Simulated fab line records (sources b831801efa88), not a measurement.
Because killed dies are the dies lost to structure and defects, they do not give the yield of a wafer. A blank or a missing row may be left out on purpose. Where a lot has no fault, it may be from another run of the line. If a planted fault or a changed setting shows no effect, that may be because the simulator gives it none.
Which tool is to blame? -- flow gf180mcu -- 8 lots, 24 wafers sampled, at 2 steps of a route of 602

WHAT EACH GAUGE READ, for each wafer
GF_DNWELL_TW_MEAS_09.
lot,measured,on,DNWELL_TW
L621,day 2 18:56,film-metro-04,1340 1335 1353
L622,day 2 23:38,film-metro-03,1340 1339 1338
L623,day 3 06:45,film-metro-01,1352 1358 1359
L624,day 3 19:23,film-metro-03,1333 1337 1339
L625,day 3 19:25,film-metro-01,1351 1353 1349
L627,day 4 06:35,film-metro-01,1356 1340 1347
L634,day 5 14:29,film-metro-03,2501 2491 2501
L635,day 5 22:52,film-metro-01,2525 2530 2527

TOOL THAT RAN EACH LOT (tool first, then ch and the chambers of the sampled wafers, then the start)
lot,GF_DNWELL_IMPLANT_07
L621,"implanter-03 ch 0, day 2 18:43"
L622,"implanter-03 ch 0, day 2 23:24"
L623,"implanter-02 ch 0, day 3 06:30"
L624,"implanter-03 ch 0, day 3 19:09"
L625,"implanter-01 ch 0, day 3 19:10"
L627,"implanter-01 ch 0, day 4 06:23"
L634,"implanter-01 ch 0, day 5 14:16"
L635,"implanter-03 ch 0, day 5 22:38"
- GF_DNWELL_IMPLANT_07

THE ANSWER, worked out from the rows above alone
Rule: the lots themselves supply what counts as usual. Put in order of their means at a reading, lots are off if they are a third of the lots or fewer, leave a main group of 4 or more, and stand apart from it by a gap of 3 or more times the standard deviation of the main group's means; of several such gaps the widest counts. The tables above print the reading to a certain number of digits; a main group whose means all agree to those digits is not used. A lot without any number at a reading at which 4 lots or more have one is off too. Any other lot the step has rows for is counted as sound.
Off: L634, L635, seen at GF_DNWELL_TW_MEAS_09 (DNWELL_TW). Main group: mean 1346, sd 6.9.
A tool fits if, at a process step before that reading, it ran every lot that is off, and no sound lot after the first of them. The gauges at GF_DNWELL_TW_MEAS_09 are tried like those tools. No candidate that was tried fits.

WHAT THE SIMULATOR HAD INSERTED
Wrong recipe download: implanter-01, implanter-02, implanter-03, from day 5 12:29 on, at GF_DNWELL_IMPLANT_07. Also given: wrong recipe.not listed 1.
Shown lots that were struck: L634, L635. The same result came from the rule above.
